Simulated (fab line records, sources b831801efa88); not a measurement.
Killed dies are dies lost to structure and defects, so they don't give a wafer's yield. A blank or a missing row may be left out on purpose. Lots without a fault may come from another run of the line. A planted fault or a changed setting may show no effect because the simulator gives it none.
A struck lot beside a sound one | flow sky130 | 20 steps out of a route of 708
Sound: wafers L843.1, L843.2, L843.3. Struck: wafers L839.4, L839.5, L839.6. The cause comes at the end.
At each step with rows: each side's tool, then ch and its chambers, then its first start. Under that, the readings that differ: sound wafers | struck wafers | difference of the means | sigmas: that difference in standard deviations of wafers without a fault.
alike: readings whose means differ by less than 2 such deviations, and words and numbers that are the same on both sides. not compared: withheld readings, readings that some wafer has no value for, bounds like >300 that may hide the same value, and numbers for which the record gives no deviation and whose values overlap.
The two part at a step that has a row with sigmas, a row that says differs or no value, or rows on one side only. Numbers that don't overlap but have no deviation are shown without sigmas and don't part them. A reading that every wafer of one side lacks parts them only if that side has two wafers or more.

SKY_POLY_GATE_CD_MEAS_22:
  sound on cd_sem-02, day 23 16:55; struck on cd_sem-02, day 21 11:08
  alike: cd_nm
then, 7 steps without rows for these wafers: SKY_LDD_N_DEHYDRATE_00 (time 60 s); SKY_LDD_N_HMDS_01 (prime time 60 s); SKY_LDD_N_COAT_02 (resist thk 300 nm); SKY_LDD_N_SOFTBAKE_03 (time 60 s); SKY_LDD_N_EXPOSE_04 (exposes mask NTM, target cd 840 nm); SKY_LDD_N_PEB_05; SKY_LDD_N_DEVELOP_06 (develop time 60 s).
SKY_LDD_N_OVL_MEAS_07:
  sound on overlay-02, day 24 22:09; struck on overlay-01, day 22 16:17
  alike: LDD_N_OVL
then, 3 steps without rows for these wafers: SKY_LDD_N_IMPLANT_08; SKY_LDD_N_IMPLANT_09; SKY_LDD_N_IMPLANT_10.
SKY_LDD_N_IMPLANT_11:
  sound on implanter-02 ch 0, day 24 22:38; struck on implanter-02 ch 0, day 22 16:49
  reading            | sound                        | struck                        | difference | sigmas
  dose_ions_cm2      | 7.503e+13 7.506e+13 7.51e+13 | 4.186e+13 4.188e+13 4.184e+13 | -3.320e+13 | -99 or more
  faraday_current_uA | 421 435 424                  | 235 234 231                   | -193       | -23
then, 4 steps without rows for these wafers: SKY_LDD_N_IMPLANT_12; SKY_LDD_N_IMPLANT_13; SKY_LDD_N_IMPLANT_14; SKY_LDD_N_IMPLANT_15.
SKY_LDD_N_STRIP_16: strips in O2/N2.
  sound on plasma_asher-04 ch 0,1, day 24 23:23; struck on plasma_asher-04 ch 0,1, day 22 17:32
  reading                      | sound             | struck            | difference | sigmas
  strip_time_to_endpoint_s (s) | 4.310 4.290 4.300 | 4.218 4.235 4.234 | -0.071     | -5
  alike: drypump_motor_current_A, oes_product_au
  not compared: rf_hours_counter_h
SKY_LDD_N_TW_MEAS_17:
  sound on film_metro-04, day 24 23:29; struck on film_metro-02, day 22 17:38
  alike: LDD_N_TW
-- the record jumps here: 26 days lie between the struck wafers' starts before and after (it left off in module LDD_N and takes up again in module PAD_OPEN, whose first step shown is number 708 of the route) --
SKY_PAD_OPEN_PROBE_99:
  sound on prober-02, day 50 04:10; struck on prober-01, day 48 21:40
  reading                                   | sound                | struck               | difference | sigmas
  model.etest.tip_n.rs_ohm_sq               | 444.4 444.7 445      | 478.3 475.4 476.3    | +32.0      |
  model.etest.nfet_01v8_turned.vt_sat_v (V) | 0.6511 0.6595 0.6528 | 0.6725 0.6597 0.6657 | +0.0115    |
  alike: killed_at_M0_to_M3, killed_at_M4_up, killed_at_contacts, killed_at_front_end, killed_at_other, killed_dies, killed_on_rim, killed_open, killed_short

WHERE THEY PART
First at SKY_LDD_N_IMPLANT_11; last, within this record, at SKY_LDD_N_STRIP_16. Later steps at which nothing parts them and some readings are alike: SKY_LDD_N_TW_MEAS_17, SKY_PAD_OPEN_PROBE_99.

WHY: what the simulator had put in
Process parameter drift: implanter-02, from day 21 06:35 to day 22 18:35, at SKY_LDD_N_IMPLANT_11. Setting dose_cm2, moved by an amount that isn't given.
